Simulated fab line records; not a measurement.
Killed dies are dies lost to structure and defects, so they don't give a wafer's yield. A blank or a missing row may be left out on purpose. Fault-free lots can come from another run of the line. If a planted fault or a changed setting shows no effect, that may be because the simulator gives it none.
A lot that was struck, set against a sound lot ; flow sky130 ; 17 out of 708 route steps
Sound: wafers L810.1, L810.3, L810.6. Struck: wafer L820.6; the same lot's L820.1 was not struck, so it is left out; see the end for the cause.
For every step that has rows: the tool of each side, followed by ch and its chambers, followed by its first start. Under that, the readings that differ: sound wafers ; struck wafers ; difference of the means ; sigmas: that difference in standard deviations of wafers without a fault.
alike: readings whose means differ by less than 2 such deviations, and words and numbers that are the same on both sides. not compared: withheld readings, readings that some wafer has no value for, bounds like >300 that may hide the same value, and numbers for which the record gives no deviation and whose values overlap.
A row with sigmas, a row that says differs or no value, or rows on one side alone: a step with any of these is where the two part. Numbers that don't overlap but have no deviation are shown without sigmas and don't part them. A reading that every wafer of one side lacks parts them only if that side has two wafers or more.

first, 3 steps without rows for these wafers: SKY_METAL4_CLEAN_21 (cleans in IPA, time 180 s); SKY_METAL4_CLEAN_22 (cleans in O3/DIW); SKY_VIA4_HDPCVD_00 (deposits SiO2, target thk 1750 nm, time 291.7 s).
SKY_VIA4_THK_MEAS_01:
  sound on film-metro-01, day 42 03:44; struck on film-metro-04, day 45 18:06
  alike: VIA4_HDPCVD_THK
SKY_VIA4_CMP_02: polishes SiO2.
  sound on cmp-02 ch 0,2,3, day 42 03:54; struck on cmp-02 ch 3, day 45 18:16
  alike: motor-current-A
SKY_VIA4_BOW_MEAS_03:
  sound on film-metro-02, day 42 04:06; struck on film-metro-04, day 45 18:28
  alike: VIA4_BOW
then, 6 steps without rows for these wafers: SKY_VIA4_DEHYDRATE_04 (time 60 s); SKY_VIA4_HMDS_05 (prime time 60 s); SKY_VIA4_COAT_06 (resist thk 1140 nm); SKY_VIA4_SOFTBAKE_07 (time 60 s); SKY_VIA4_EXPOSE_08 (exposes mask VIM4, target cd 800 nm); SKY_VIA4_PEB_09.
SKY_VIA4_DEVELOP_10: develop time 60 s.
  sound on litho-track-02 ch 0, day 43 04:10; struck on litho-track-04 ch 0, day 46 14:25
  alike: resist-line-temp-C
SKY_VIA4_OVL_MEAS_11:
  sound on overlay-02, day 43 04:19; struck on overlay-01, day 46 14:34
  alike: VIA4_OVL
SKY_VIA4_ETCH_12: etches SiO2 in C4F8/O2/Ar, stops on TiN, target depth 580 nm.
  sound on rie-diel-04 ch 1,2, day 43 04:22; struck on rie-diel-03 ch 3, day 46 14:35
reading;sound;struck;difference;sigmas
model.VIA4.cd-nm (nm);798.9 800.1 800.2;794.2;-5.5;
  alike: oes-product-au
SKY_VIA4_STRIP_13: strips in O2/N2.
  sound on plasma-asher-03 ch 1, day 43 04:26; struck on plasma-asher-03 ch 0, day 46 14:40
  alike: drypump-motor-current-A, oes-product-au, strip-time-to-endpoint-s
  not compared: rf-hours-counter-h
SKY_PAD_OPEN_PROBE_99:
  sound wafers here have rows in the record (prober-01, day 46 02:23); struck ones have none

== WHERE THEY PART ==
At SKY_PAD_OPEN_PROBE_99 and nowhere else, as far as this record goes.

WHY: whatever the simulator had introduced
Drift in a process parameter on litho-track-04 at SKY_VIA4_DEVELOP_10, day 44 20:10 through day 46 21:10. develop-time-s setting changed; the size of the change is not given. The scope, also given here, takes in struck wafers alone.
